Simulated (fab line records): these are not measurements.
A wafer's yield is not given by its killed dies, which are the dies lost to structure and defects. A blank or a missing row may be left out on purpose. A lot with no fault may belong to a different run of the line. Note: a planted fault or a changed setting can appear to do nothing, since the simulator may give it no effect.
What tool caused it? :: flow sky130 :: Sampling: 15 lots, 45 wafers, 6 of 708 route steps

== WHAT THE GAUGES READ, wafer by wafer ==
SKY_METAL1_RS_MEAS_05: the measuring method here is four-point-probe. Usual: METAL1_ALCU_RS typically reads 0.1270 ohm/sq, with standard deviation 0.0015.
lot: L879
measured: day 31 16:09
on: film metro-01
METAL1_ALCU_RS (ohm/sq): 0.1258 0.1255 0.1253
flag: 

lot: L880
measured: day 31 19:34
on: film metro-04
METAL1_ALCU_RS (ohm/sq): 0.1273 0.1288 0.1287
flag: 

lot: L885
measured: day 33 10:03
on: film metro-01
METAL1_ALCU_RS (ohm/sq): 8.6479 8.6763 8.6729
flag: OFF

lot: L884
measured: day 33 11:25
on: film metro-04
METAL1_ALCU_RS (ohm/sq): 8.5712 8.6468 8.5971
flag: OFF

lot: L886
measured: day 34 11:07
on: film metro-03
METAL1_ALCU_RS (ohm/sq): 8.7310 8.5896 8.7316
flag: OFF

lot: L892
measured: day 35 22:49
on: film metro-01
METAL1_ALCU_RS (ohm/sq): 0.1249 0.1257 0.1258
flag: 

lot: L893
measured: day 36 11:34
on: film metro-03
METAL1_ALCU_RS (ohm/sq): 0.1268 0.1261 0.1264
flag: 

lot: L894
measured: day 37 01:16
on: film metro-04
METAL1_ALCU_RS (ohm/sq): 0.1280 0.1268 0.1288
flag: 

lot: L896
measured: day 37 16:35
on: film metro-04
METAL1_ALCU_RS (ohm/sq): 0.1271 0.1269 0.1287
flag: 

lot: L897
measured: day 37 19:39
on: film metro-04
METAL1_ALCU_RS (ohm/sq): 0.1290 0.1287 0.1296
flag: 

lot: L898
measured: day 37 21:14
on: film metro-01
METAL1_ALCU_RS (ohm/sq): 0.1284 0.1285 0.1288
flag: 

lot: L899
measured: day 38 01:27
on: film metro-04
METAL1_ALCU_RS (ohm/sq): 0.1270 0.1285 0.1267
flag: 

lot: L900
measured: day 38 16:41
on: film metro-04
METAL1_ALCU_RS (ohm/sq): 0.1278 0.1284 0.1276
flag: 

lot: L901
measured: day 38 17:46
on: film metro-01
METAL1_ALCU_RS (ohm/sq): 0.1293 0.1274 0.1278
flag: 

lot: L902
measured: day 38 23:40
on: film metro-04
METAL1_ALCU_RS (ohm/sq): 0.1270 0.1247 0.1251
flag: 

SKY_METAL1_THK_MEAS_06: measures by xrf. Usual: METAL1_ALCU_THK typically reads 247 nm, with standard deviation 3.2.
lot: L879
measured: day 31 16:15
on: film metro-01
METAL1_ALCU_THK (nm): 249 251 249
flag: 

lot: L880
measured: day 31 19:41
on: film metro-04
METAL1_ALCU_THK (nm): 247 244 244
flag: 

lot: L885
measured: day 33 10:10
on: film metro-01
METAL1_ALCU_THK (nm): <1 <1 <1
flag: OFF

lot: L884
measured: day 33 11:32
on: film metro-04
METAL1_ALCU_THK (nm): <0 <0 <0
flag: OFF

lot: L886
measured: day 34 11:14
on: film metro-03
METAL1_ALCU_THK (nm): <1 <1 <1
flag: OFF

lot: L892
measured: day 35 22:55
on: film metro-01
METAL1_ALCU_THK (nm): 254 250 252
flag: 

lot: L893
measured: day 36 11:40
on: film metro-03
METAL1_ALCU_THK (nm): 246 246 247
flag: 

lot: L894
measured: day 37 01:22
on: film metro-04
METAL1_ALCU_THK (nm): 246 247 242
flag: 

lot: L896
measured: day 37 16:42
on: film metro-04
METAL1_ALCU_THK (nm): 249 249 244
flag: 

lot: L897
measured: day 37 19:45
on: film metro-04
METAL1_ALCU_THK (nm): 245 244 244
flag: 

lot: L898
measured: day 37 21:20
on: film metro-01
METAL1_ALCU_THK (nm): 246 244 244
flag: 

lot: L899
measured: day 38 01:33
on: film metro-04
METAL1_ALCU_THK (nm): 247 244 248
flag: 

lot: L900
measured: day 38 16:48
on: film metro-04
METAL1_ALCU_THK (nm): 246 245 246
flag: 

lot: L901
measured: day 38 17:53
on: film metro-01
METAL1_ALCU_THK (nm): 244 248 244
flag: 

lot: L902
measured: day 38 23:47
on: film metro-04
METAL1_ALCU_THK (nm): 246 252 249
flag: 

== WHICH TOOL RAN EACH LOT (tool, then ch and the chambers of the sampled wafers, then the start) ==
lot: L879
SKY_CONTACT_STRIP_19: plasma asher-03 ch 0,1, day 31 14:40
SKY_CONTACT_CMP_27: cmp-01 ch 1,2,3, day 31 15:46
SKY_METAL1_SPUTTER_00: pvd sputter-02, day 31 15:58
SKY_METAL1_SPUTTER_02: pvd sputter-02, day 31 16:01

lot: L880
SKY_CONTACT_STRIP_19: plasma asher-03 ch 0,1, day 31 18:10
SKY_CONTACT_CMP_27: cmp-01 ch 0,1,3, day 31 19:07
SKY_METAL1_SPUTTER_00: pvd sputter-01, day 31 19:25
SKY_METAL1_SPUTTER_02: pvd sputter-01, day 31 19:28

lot: L885
SKY_CONTACT_STRIP_19: plasma asher-01 ch 0,1, day 33 08:32
SKY_CONTACT_CMP_27: cmp-02 ch 0,1, day 33 09:40
SKY_METAL1_SPUTTER_00: pvd sputter-04, day 33 09:55
SKY_METAL1_SPUTTER_02: pvd sputter-04, day 33 09:58

lot: L884
SKY_CONTACT_STRIP_19: plasma asher-02 ch 0,1, day 33 09:59
SKY_CONTACT_CMP_27: cmp-01 ch 1,2, day 33 10:58
SKY_METAL1_SPUTTER_00: pvd sputter-02, day 33 11:16
SKY_METAL1_SPUTTER_02: pvd sputter-02, day 33 11:19

lot: L886
SKY_CONTACT_STRIP_19: plasma asher-03 ch 0,1, day 34 09:44
SKY_CONTACT_CMP_27: cmp-01 ch 0,1,2, day 34 10:44
SKY_METAL1_SPUTTER_00: pvd sputter-01, day 34 10:59
SKY_METAL1_SPUTTER_02: pvd sputter-01, day 34 11:02

lot: L892
SKY_CONTACT_STRIP_19: plasma asher-03 ch 1, day 35 21:20
SKY_CONTACT_CMP_27: cmp-01 ch 0,2,3, day 35 22:21
SKY_METAL1_SPUTTER_00: pvd sputter-01, day 35 22:39
SKY_METAL1_SPUTTER_02: pvd sputter-01, day 35 22:42

lot: L893
SKY_CONTACT_STRIP_19: plasma asher-01 ch 0,1, day 36 10:10
SKY_CONTACT_CMP_27: cmp-01 ch 0,3, day 36 11:08
SKY_METAL1_SPUTTER_00: pvd sputter-02, day 36 11:23
SKY_METAL1_SPUTTER_02: pvd sputter-02, day 36 11:26

lot: L894
SKY_CONTACT_STRIP_19: plasma asher-02 ch 0,1, day 36 23:49
SKY_CONTACT_CMP_27: cmp-02 ch 0,1,3, day 37 00:48
SKY_METAL1_SPUTTER_00: pvd sputter-04, day 37 01:06
SKY_METAL1_SPUTTER_02: pvd sputter-04, day 37 01:09

lot: L896
SKY_CONTACT_STRIP_19: plasma asher-01 ch 0,1, day 37 15:11
SKY_CONTACT_CMP_27: cmp-02 ch 0,1,2, day 37 16:08
SKY_METAL1_SPUTTER_00: pvd sputter-04, day 37 16:26
SKY_METAL1_SPUTTER_02: pvd sputter-04, day 37 16:29

lot: L897
SKY_CONTACT_STRIP_19: plasma asher-03 ch 0,1, day 37 18:13
SKY_CONTACT_CMP_27: cmp-02 ch 2,3, day 37 19:10
SKY_METAL1_SPUTTER_00: pvd sputter-01, day 37 19:28
SKY_METAL1_SPUTTER_02: pvd sputter-01, day 37 19:31

lot: L898
SKY_CONTACT_STRIP_19: plasma asher-01 ch 0,1, day 37 19:47
SKY_CONTACT_CMP_27: cmp-01 ch 0,1,2, day 37 20:46
SKY_METAL1_SPUTTER_00: pvd sputter-01, day 37 21:04
SKY_METAL1_SPUTTER_02: pvd sputter-01, day 37 21:07

lot: L899
SKY_CONTACT_STRIP_19: plasma asher-01 ch 0,1, day 38 00:04
SKY_CONTACT_CMP_27: cmp-02 ch 1,2,3, day 38 01:04
SKY_METAL1_SPUTTER_00: pvd sputter-01, day 38 01:16
SKY_METAL1_SPUTTER_02: pvd sputter-01, day 38 01:19

lot: L900
SKY_CONTACT_STRIP_19: plasma asher-01 ch 1, day 38 15:17
SKY_CONTACT_CMP_27: cmp-01 ch 1,2,3, day 38 16:14
SKY_METAL1_SPUTTER_00: pvd sputter-04, day 38 16:32
SKY_METAL1_SPUTTER_02: pvd sputter-04, day 38 16:35

lot: L901
SKY_CONTACT_STRIP_19: plasma asher-01 ch 0,1, day 38 16:22
SKY_CONTACT_CMP_27: cmp-01 ch 0,3, day 38 17:19
SKY_METAL1_SPUTTER_00: pvd sputter-04, day 38 17:37
SKY_METAL1_SPUTTER_02: pvd sputter-04, day 38 17:40

lot: L902
SKY_CONTACT_STRIP_19: plasma asher-01 ch 0,1, day 38 22:17
SKY_CONTACT_CMP_27: cmp-01 ch 1,2,3, day 38 23:14
SKY_METAL1_SPUTTER_00: pvd sputter-04, day 38 23:32
SKY_METAL1_SPUTTER_02: pvd sputter-04, day 38 23:35
- SKY_CONTACT_STRIP_19: strips in O2/N2.
- SKY_CONTACT_CMP_27: polishes, stops on SiO2, t overpolish 15 s, target thk 0 nm.
- SKY_METAL1_SPUTTER_00: material Ti, target thk 15 nm, time 10 s.
- SKY_METAL1_SPUTTER_02: material AlCu, target thk 250 nm, time 13.3 s.

== WHAT THE TOOLS THEMSELVES READ (means of the sampled wafers that have a number; where no wafer has one, the mark that the record gives instead) ==
SKY_CONTACT_STRIP_19. Usual: drypump motor current A 5.7 A, standard deviation 0.34; oes product au 0.380 a.u., standard deviation 0.0045; strip time to endpoint s 3.618 s, standard deviation 0.027.
lot: L879
tool: plasma asher-03
drypump motor current A (A): 6.0
oes product au (a.u.): 0.384
strip time to endpoint s (s): 3.626
flag: 

lot: L880
tool: plasma asher-03
drypump motor current A (A): 6.0
oes product au (a.u.): 0.377
strip time to endpoint s (s): 3.621
flag: 

lot: L885
tool: plasma asher-01
drypump motor current A (A): 5.7
oes product au (a.u.): 0.383
strip time to endpoint s (s): 3.626
flag: 

lot: L884
tool: plasma asher-02
drypump motor current A (A): 5.1
oes product au (a.u.): 0.378
strip time to endpoint s (s): 3.613
flag: 

lot: L886
tool: plasma asher-03
drypump motor current A (A): 5.9
oes product au (a.u.): 0.382
strip time to endpoint s (s): 3.581
flag: 

lot: L892
tool: plasma asher-03
drypump motor current A (A): 6.2
oes product au (a.u.): 0.379
strip time to endpoint s (s): 3.592
flag: 

lot: L893
tool: plasma asher-01
drypump motor current A (A): 5.7
oes product au (a.u.): 0.378
strip time to endpoint s (s): 3.614
flag: 

lot: L894
tool: plasma asher-02
drypump motor current A (A): 5.1
oes product au (a.u.): 0.378
strip time to endpoint s (s): 3.593
flag: 

lot: L896
tool: plasma asher-01
drypump motor current A (A): 5.7
oes product au (a.u.): 0.381
strip time to endpoint s (s): 3.605
flag: 

lot: L897
tool: plasma asher-03
drypump motor current A (A): 6.0
oes product au (a.u.): 0.377
strip time to endpoint s (s): 3.622
flag: 

lot: L898
tool: plasma asher-01
drypump motor current A (A): 5.8
oes product au (a.u.): 0.381
strip time to endpoint s (s): 3.624
flag: 

lot: L899
tool: plasma asher-01
drypump motor current A (A): 5.7
oes product au (a.u.): 0.380
strip time to endpoint s (s): 3.610
flag: 

lot: L900
tool: plasma asher-01
drypump motor current A (A): 5.7
oes product au (a.u.): 0.378
strip time to endpoint s (s): 3.623
flag: 

lot: L901
tool: plasma asher-01
drypump motor current A (A): 5.7
oes product au (a.u.): 0.380
strip time to endpoint s (s): 3.629
flag: 

lot: L902
tool: plasma asher-01
drypump motor current A (A): 5.7
oes product au (a.u.): 0.381
strip time to endpoint s (s): 3.634
flag: 

SKY_CONTACT_CMP_27. Usual: motor current A 11.2 A, standard deviation 0.63; overpolish run s 15.000 s, standard deviation 0.0082; slurry flow ml min 150.0, standard deviation 0.45; time to endpoint s 85 s, standard deviation 4.
lot: L879
tool: cmp-01
motor current A (A): 11.5
overpolish run s (s): 15.010
slurry flow ml min: 149.9
time to endpoint s (s): 87
flag: 

lot: L880
tool: cmp-01
motor current A (A): 10.7
overpolish run s (s): 14.993
slurry flow ml min: 149.9
time to endpoint s (s): 85
flag: 

lot: L885
tool: cmp-02
motor current A (A): 11.4
overpolish run s (s): 14.995
slurry flow ml min: 149.8
time to endpoint s (s): 85
flag: 

lot: L884
tool: cmp-01
motor current A (A): 11.0
overpolish run s (s): 14.989
slurry flow ml min: 149.4
time to endpoint s (s): 84
flag: 

lot: L886
tool: cmp-01
motor current A (A): 10.5
overpolish run s (s): 15.012
slurry flow ml min: 149.8
time to endpoint s (s): 89
flag: 

lot: L892
tool: cmp-01
motor current A (A): 11.0
overpolish run s (s): 15.004
slurry flow ml min: 150.3
time to endpoint s (s): 82
flag: 

lot: L893
tool: cmp-01
motor current A (A): 11.7
overpolish run s (s): 14.997
slurry flow ml min: 149.9
time to endpoint s (s): 84
flag: 

lot: L894
tool: cmp-02
motor current A (A): 11.4
overpolish run s (s): 14.999
slurry flow ml min: 149.9
time to endpoint s (s): 85
flag: 

lot: L896
tool: cmp-02
motor current A (A): 11.5
overpolish run s (s): 14.999
slurry flow ml min: 149.5
time to endpoint s (s): 84
flag: 

lot: L897
tool: cmp-02
motor current A (A): 11.5
overpolish run s (s): 14.995
slurry flow ml min: 150.2
time to endpoint s (s): 84
flag: 

lot: L898
tool: cmp-01
motor current A (A): 10.3
overpolish run s (s): 15.010
slurry flow ml min: 150.1
time to endpoint s (s): 87
flag: 

lot: L899
tool: cmp-02
motor current A (A): 11.5
overpolish run s (s): 15.001
slurry flow ml min: 149.7
time to endpoint s (s): 81
flag: 

lot: L900
tool: cmp-01
motor current A (A): 11.2
overpolish run s (s): 14.997
slurry flow ml min: 150.4
time to endpoint s (s): 82
flag: 

lot: L901
tool: cmp-01
motor current A (A): 11.1
overpolish run s (s): 14.992
slurry flow ml min: 150.1
time to endpoint s (s): 86
flag: 

lot: L902
tool: cmp-01
motor current A (A): 11.4
overpolish run s (s): 14.997
slurry flow ml min: 150.2
time to endpoint s (s): 82
flag: 

SKY_METAL1_SPUTTER_00. Usual: cathode dc power W 2999.9 W, standard deviation 0.53; chamber pressure pa 0.4002 Pa, standard deviation 0.00082; throttle valve pct 30.0 %, standard deviation 1.4.
lot: L879
tool: pvd sputter-02
cathode dc power W (W): 2999.7
chamber pressure pa (Pa): 0.4002
throttle valve pct (%): 31.4
flag: 

lot: L880
tool: pvd sputter-01
cathode dc power W (W): 3000.4
chamber pressure pa (Pa): 0.3990
throttle valve pct (%): 30.1
flag: 

lot: L885
tool: pvd sputter-04
cathode dc power W (W): 2999.9
chamber pressure pa (Pa): 0.4000
throttle valve pct (%): 30.1
flag: 

lot: L884
tool: pvd sputter-02
cathode dc power W (W): 3000.5
chamber pressure pa (Pa): 0.3996
throttle valve pct (%): 29.9
flag: 

lot: L886
tool: pvd sputter-01
cathode dc power W (W): 2999.5
chamber pressure pa (Pa): 0.3990
throttle valve pct (%): 30.6
flag: 

lot: L892
tool: pvd sputter-01
cathode dc power W (W): 2999.6
chamber pressure pa (Pa): 0.4002
throttle valve pct (%): 30.7
flag: 

lot: L893
tool: pvd sputter-02
cathode dc power W (W): 3000.2
chamber pressure pa (Pa): 0.4002
throttle valve pct (%): 31.3
flag: 

lot: L894
tool: pvd sputter-04
cathode dc power W (W): 3000.5
chamber pressure pa (Pa): 0.4007
throttle valve pct (%): 28.5
flag: 

lot: L896
tool: pvd sputter-04
cathode dc power W (W): 3000.0
chamber pressure pa (Pa): 0.3991
throttle valve pct (%): 28.4
flag: 

lot: L897
tool: pvd sputter-01
cathode dc power W (W): 2999.7
chamber pressure pa (Pa): 0.4004
throttle valve pct (%): 30.6
flag: 

lot: L898
tool: pvd sputter-01
cathode dc power W (W): 3000.0
chamber pressure pa (Pa): 0.4004
throttle valve pct (%): 30.3
flag: 

lot: L899
tool: pvd sputter-01
cathode dc power W (W): 2999.9
chamber pressure pa (Pa): 0.3998
throttle valve pct (%): 30.0
flag: 

lot: L900
tool: pvd sputter-04
cathode dc power W (W): 3000.0
chamber pressure pa (Pa): 0.4003
throttle valve pct (%): 28.5
flag: 

lot: L901
tool: pvd sputter-04
cathode dc power W (W): 2999.8
chamber pressure pa (Pa): 0.4006
throttle valve pct (%): 29.5
flag: 

lot: L902
tool: pvd sputter-04
cathode dc power W (W): 2999.3
chamber pressure pa (Pa): 0.4009
throttle valve pct (%): 29.6
flag: 

SKY_METAL1_SPUTTER_02. Usual: cathode dc power W 10600 W, standard deviation 2.1; chamber pressure pa 0.4001 Pa, standard deviation 0.00071; throttle valve pct 30.0 %, standard deviation 1.3.
lot: L879
tool: pvd sputter-02
cathode dc power W (W): 10599
chamber pressure pa (Pa): 0.3995
throttle valve pct (%): 31.3
flag: 

lot: L880
tool: pvd sputter-01
cathode dc power W (W): 10599
chamber pressure pa (Pa): 0.3995
throttle valve pct (%): 30.1
flag: 

lot: L885
tool: pvd sputter-04
cathode dc power W (W): -
chamber pressure pa (Pa): -
throttle valve pct (%): -
flag: OFF

lot: L884
tool: pvd sputter-02
cathode dc power W (W): -
chamber pressure pa (Pa): -
throttle valve pct (%): -
flag: OFF

lot: L886
tool: pvd sputter-01
cathode dc power W (W): -
chamber pressure pa (Pa): -
throttle valve pct (%): -
flag: OFF

lot: L892
tool: pvd sputter-01
cathode dc power W (W): 10600
chamber pressure pa (Pa): 0.4009
throttle valve pct (%): 30.6
flag: 

lot: L893
tool: pvd sputter-02
cathode dc power W (W): 10599
chamber pressure pa (Pa): 0.4002
throttle valve pct (%): 31.4
flag: 

lot: L894
tool: pvd sputter-04
cathode dc power W (W): 10598
chamber pressure pa (Pa): 0.4001
throttle valve pct (%): 28.6
flag: 

lot: L896
tool: pvd sputter-04
cathode dc power W (W): 10602
chamber pressure pa (Pa): 0.3994
throttle valve pct (%): 28.5
flag: 

lot: L897
tool: pvd sputter-01
cathode dc power W (W): 10601
chamber pressure pa (Pa): 0.3996
throttle valve pct (%): 30.7
flag: 

lot: L898
tool: pvd sputter-01
cathode dc power W (W): 10599
chamber pressure pa (Pa): 0.4006
throttle valve pct (%): 30.3
flag: 

lot: L899
tool: pvd sputter-01
cathode dc power W (W): 10599
chamber pressure pa (Pa): 0.3999
throttle valve pct (%): 30.0
flag: 

lot: L900
tool: pvd sputter-04
cathode dc power W (W): 10601
chamber pressure pa (Pa): 0.4001
throttle valve pct (%): 28.5
flag: 

lot: L901
tool: pvd sputter-04
cathode dc power W (W): 10600
chamber pressure pa (Pa): 0.3994
throttle valve pct (%): 29.6
flag: 

lot: L902
tool: pvd sputter-04
cathode dc power W (W): 10599
chamber pressure pa (Pa): 0.4007
throttle valve pct (%): 29.8
flag: 

== THE ANSWER, worked out from the rows above alone ==
Rule: a lot is off if the mean of its wafers that have a number lies more than 3 standard deviations from the usual mean. A lot without any number at a reading at which 4 lots or more have one is off too. Any other lot the step has rows for is counted as sound. First the gauges in route order, then the tools' own readings, where a lot's mean is used as printed above. The first step at which some lot is off is used, and at that step the reading that is off furthest; a lot without a number counts as furthest.
Off: L885, L884, L886, seen at SKY_METAL1_RS_MEAS_05 (METAL1_ALCU_RS).
A tool fits if, at a process step before that reading, it ran every lot that is off, and no sound lot after the first of them. The gauges at SKY_METAL1_RS_MEAS_05 aren't tried: what is off there is off at SKY_METAL1_SPUTTER_02 too, on other tools, and a gauge's error can't cause that. Of those tried, none fits.

== WHAT THE SIMULATOR PUT IN ==
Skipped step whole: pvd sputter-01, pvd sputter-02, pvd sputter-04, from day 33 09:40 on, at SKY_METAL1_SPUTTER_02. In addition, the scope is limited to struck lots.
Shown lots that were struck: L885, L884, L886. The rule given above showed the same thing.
